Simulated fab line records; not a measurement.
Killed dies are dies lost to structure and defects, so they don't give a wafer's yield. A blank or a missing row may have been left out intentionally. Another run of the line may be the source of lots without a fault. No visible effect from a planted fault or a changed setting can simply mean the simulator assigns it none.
The tool behind it: which one?    flow gf180mcu    36 wafers from 12 lots sampled at 5 of the route's 602 steps

== WHAT EACH GAUGE READ, for each wafer ==
GF_NSD_CD_MEAS_07 targets a cd of 400 nm. Usual: cd nm reads 400.4 nm (standard deviation 2.7).
lot   measured      on         cd nm (nm)         flag
L433  day 14 16:03  cd sem-01  - - -              OFF
L434  day 15 00:46  cd sem-01  402.2 398.6 402.3  
L440  day 17 10:53  cd sem-01  400.6 403.6 403.0  
L441  day 17 19:50  cd sem-01  402.6 402.4 402.5  
L443  day 18 04:45  cd sem-02  401.0 403.4 401.2  
L444  day 18 16:12  cd sem-02  397.0 396.8 395.6  
L445  day 19 00:24  cd sem-01  401.6 399.9 400.9  
L446  day 19 06:58  cd sem-02  394.5 394.7 394.6  
L448  day 20 01:55  cd sem-02  399.0 402.0 401.2  
L449  day 20 11:41  cd sem-02  395.3 397.4 395.5  
L451  day 21 00:28  cd sem-01  397.9 397.0 398.8  
L452  day 21 12:35  cd sem-01  398.6 400.3 399.4  

GF_NSD_TW_MEAS_12. Usual: NSD_TW gives 4252 (standard deviation 63).
lot   measured      on             NSD_TW             flag
L433  day 14 16:36  film metro-03  30 30 30 30 30 30  OFF
L434  day 15 01:17  film metro-03  4167 4178 4173     
L440  day 17 11:26  film metro-03  4213 4202 4198     
L441  day 17 20:23  film metro-01  4267 4263 4246     
L443  day 18 05:19  film metro-01  4265 4252 4262     
L444  day 18 16:46  film metro-01  4262 4260 4248     
L445  day 19 00:58  film metro-02  4350 4341 4329     
L446  day 19 07:31  film metro-03  4216 4193 4222     
L448  day 20 02:28  film metro-01  4278 4284 4264     
L449  day 20 12:14  film metro-02  4337 4350 4311     
L451  day 21 01:01  film metro-03  4196 4183 4221     
L452  day 21 13:08  film metro-02  4320 4303 4321     

GF_CONTACT_OVL_MEAS_15. Usual: CONTACT_OVL gives -1 nm (standard deviation 7.6).
lot   measured      on          CONTACT_OVL (nm)  flag
L434  day 17 21:35  overlay-01  -4 2 0            
L440  day 20 13:19  overlay-01  12 20 9           
L441  day 20 23:12  overlay-01  -3 0 -4           
L443  day 21 09:10  overlay-01  -4 -12 -17        
L444  day 21 19:06  overlay-02  -7 -6 -8          
L445  day 22 03:03  overlay-02  -16 -21 -12       
L446  day 22 10:14  overlay-02  12 3 9            
L448  day 23 03:17  overlay-01  0 -5 -3           
L449  day 23 12:15  overlay-02  0 4 3             
L451  day 24 01:29  overlay-01  -4 -8 2           
L452  day 24 11:13  overlay-02  -1 -1 -3          

== TOOL THAT RAN EACH LOT (tool first, then ch and the chambers of the sampled wafers, then the start) ==
lot   GF_NSD_EXPOSE_04                     GF_SAB_STRIP_13
L433  iline stepper-01 ch 0, day 14 06:21  -
L434  iline stepper-01 ch 0, day 14 14:33  plasma asher-04 ch 0,1, day 16 21:25
L440  iline stepper-01 ch 0, day 16 23:35  plasma asher-04 ch 0,1, day 19 11:20
L441  iline stepper-01 ch 0, day 17 08:28  plasma asher-04 ch 0,1, day 19 21:16
L443  iline stepper-01 ch 0, day 17 17:27  plasma asher-04 ch 0,1, day 20 07:20
L444  iline stepper-01 ch 0, day 18 04:17  plasma asher-02 ch 0,1, day 20 17:45
L445  iline stepper-01 ch 0, day 18 12:35  plasma asher-02 ch 0,1, day 21 02:13
L446  iline stepper-02 ch 0, day 18 18:52  plasma asher-03 ch 0,1, day 21 09:24
L448  iline stepper-01 ch 0, day 19 13:44  plasma asher-04 ch 0, day 22 03:04
L449  iline stepper-01 ch 0, day 20 00:13  plasma asher-04 ch 0,1, day 22 12:06
L451  iline stepper-02 ch 0, day 20 12:17  plasma asher-02 ch 0,1, day 23 00:56
L452  iline stepper-02 ch 0, day 21 01:03  plasma asher-02 ch 0,1, day 23 12:14
- GF_NSD_EXPOSE_04: exposes mask Nplus, target cd 400 nm.
- GF_SAB_STRIP_13: strips in O2/N2.

== WHAT THE TOOLS THEMSELVES READ (means of the sampled wafers that have a number; where no wafer has one, the mark that the record gives instead) ==
GF_SAB_STRIP_13. Usual: drypump motor current A 5.9 A, standard deviation 0.36; heater power w 347 W, standard deviation 45; o2 flow sccm 3001 sccm, standard deviation 8.9; oes product au 0.710 a.u., standard deviation 0.0045; strip time to endpoint s 12.62 s, standard deviation 0.037.
lot   tool             drypump motor current A (A)  heater power w (W)  o2 flow sccm (sccm)  oes product au (a.u.)  strip time to endpoint s (s)  flag
L434  plasma asher-04  5.5                          288                 2997                 0.712                  12.61                         
L440  plasma asher-04  5.8                          308                 2991                 0.709                  12.65                         
L441  plasma asher-04  5.5                          289                 3013                 0.710                  12.59                         
L443  plasma asher-04  5.8                          308                 2999                 0.713                  12.57                         
L444  plasma asher-02  6.2                          376                 3001                 0.710                  12.66                         
L445  plasma asher-02  6.0                          366                 3003                 0.705                  12.58                         
L446  plasma asher-03  5.9                          376                 2998                 0.707                  12.66                         
L448  plasma asher-04  5.2                          272                 3019                 0.707                  12.67                         
L449  plasma asher-04  5.8                          308                 3010                 0.710                  12.59                         
L451  plasma asher-02  6.0                          363                 3001                 0.716                  12.63                         
L452  plasma asher-02  6.2                          379                 2999                 0.710                  12.67                         

== THE ANSWER, worked out from the rows above alone ==
Rule: lot off if the mean of its wafers having a number is beyond 3 standard deviations from the usual mean. A lot without any number at a reading at which 4 lots or more have one is off too. Where the step has rows for the other lots, those lots are counted as sound. The gauges are gone through in route order, then the tools' own readings, and for those a lot's mean is taken as printed above. The first step at which some lot is off is used, and at that step the reading that is off furthest; a lot without a number counts as furthest.
Off, at GF_NSD_CD_MEAS_07 on cd nm: L433. Without a number there: L433.
A tool fits if, at a process step before that reading, it ran every lot that is off, and no sound lot after the first of them. Not tried: the gauges at GF_NSD_CD_MEAS_07; whatever is off there is also off at GF_NSD_TW_MEAS_12, on other tools, and gauge error can't account for it. Of those tried, none fits.

== WHAT THE SIMULATOR HAD INSERTED ==
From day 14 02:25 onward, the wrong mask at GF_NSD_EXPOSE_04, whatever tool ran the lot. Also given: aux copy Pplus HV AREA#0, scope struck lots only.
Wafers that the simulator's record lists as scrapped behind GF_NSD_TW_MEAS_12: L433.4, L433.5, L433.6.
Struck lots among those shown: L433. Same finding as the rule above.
